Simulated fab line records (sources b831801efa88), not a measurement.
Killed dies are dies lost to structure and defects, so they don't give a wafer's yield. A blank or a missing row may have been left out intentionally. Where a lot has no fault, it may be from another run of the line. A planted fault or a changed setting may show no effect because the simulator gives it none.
One fault seen from 2 desks | flow gf180mcu | what lay behind the numbers comes last; until then each desk has only its own

DESK OF THE TOOL OWNER: pvd sputter-04
The tool's own readings at GF_MIM_SPUTTER_08 (material AlCu, target thk 200 nm, time 10.6 s): means of the sampled wafers that have a number, for each lot that ran on this tool. The brackets show how far a lot's mean lies from the usual mean; more than 4 standard deviations puts the lot out of limits, marked OUT.
Columns: A = chamber pressure pa at GF_MIM_SPUTTER_08, usual 0.3999 Pa; B = throttle valve pct at GF_MIM_SPUTTER_08, usual 29.8 %
lot  | first seen here | A                        | B
L816 | day 25 10:06    | 0.4004                   | 30.0
L817 | day 25 22:41    | 0.4003                   | 30.2
L824 | day 28 05:43    | 0.5609 (+99 or more) OUT | 24.3 (-5.0) OUT
L825 | day 28 11:55    | 0.5607 (+99 or more) OUT | 24.7 (-4.6) OUT
This desk's verdict: out of limits on L824, L825, starting with L824 at day 28 05:43 (chamber pressure pa at GF_MIM_SPUTTER_08). In limits: L816, L817.

THE METROLOGY DESK
What the gauges read for every lot (on any tool): the sampled wafers with a number, averaged. The brackets show how far a lot's mean lies from the usual mean; more than 4 standard deviations puts the lot out of limits, marked OUT.
Columns: A = V4_BOW at GF_V4_BOW_MEAS_05, usual 135 um; B = cd nm at GF_V4_CD_MEAS_14, usual 260.2 nm; C = MIM_ALCU_RS at GF_MIM_RS_MEAS_10, usual 0.1607 ohm/sq; D = MIM_ALCU_THK at GF_MIM_THK_MEAS_11, usual 205.2 nm
lot  | first seen here | A   | B     | C                 | D
L813 | day 23 05:07    | 132 | 259.7 | 0.1600            | 206.4
L816 | day 24 10:07    | 144 | 258.9 | 0.1647            | 200.2
L817 | day 24 23:38    | 125 | 260.1 | 0.1635            | 203.2
L824 | day 27 07:56    | 130 | 259.0 | 0.1760 (+6.7) OUT | 189.0 (-5.6) OUT
L825 | day 27 14:17    | 135 | 260.3 | 0.1775 (+7.3) OUT | 188.4 (-5.8) OUT
L826 | day 27 20:55    | 123 | 260.3 | 0.1613            | 204.0
L827 | day 28 06:56    | 130 | 262.8 | 0.1600            | 206.3
L832 | day 29 12:52    | 148 | 260.6 | 0.1589            | 206.9
L834 | day 30 02:44    | 134 | 258.0 | 0.1620            | 202.7
L836 | day 30 15:49    | 133 | 259.8 | 0.1600            | 205.9
This desk reports L824, L825 out of limits; the earliest was L824 at day 28 05:48 (MIM_ALCU_RS at GF_MIM_RS_MEAS_10). In limits: L813, L816, L817, L826, L827, L832, L834, L836.

BROUGHT TOGETHER
The tool owner's desk could have raised an alarm at day 28 05:43, on L824, L825.
An alarm was possible from the metrology desk at day 28 05:48, on L824, L825.
All the named lots went through GF_MIM_SPUTTER_08 on pvd sputter-04.

WHAT THE SIMULATOR PUT IN
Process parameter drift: pvd sputter-04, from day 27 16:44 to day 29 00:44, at GF_MIM_SPUTTER_08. From 0.4, the setting chamber pressure pa moved by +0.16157. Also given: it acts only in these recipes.
Shown lots that were struck: L824, L825.
Fault start to first reading out of limits, in hours, per desk: tool owner, 13; metrology, 13.
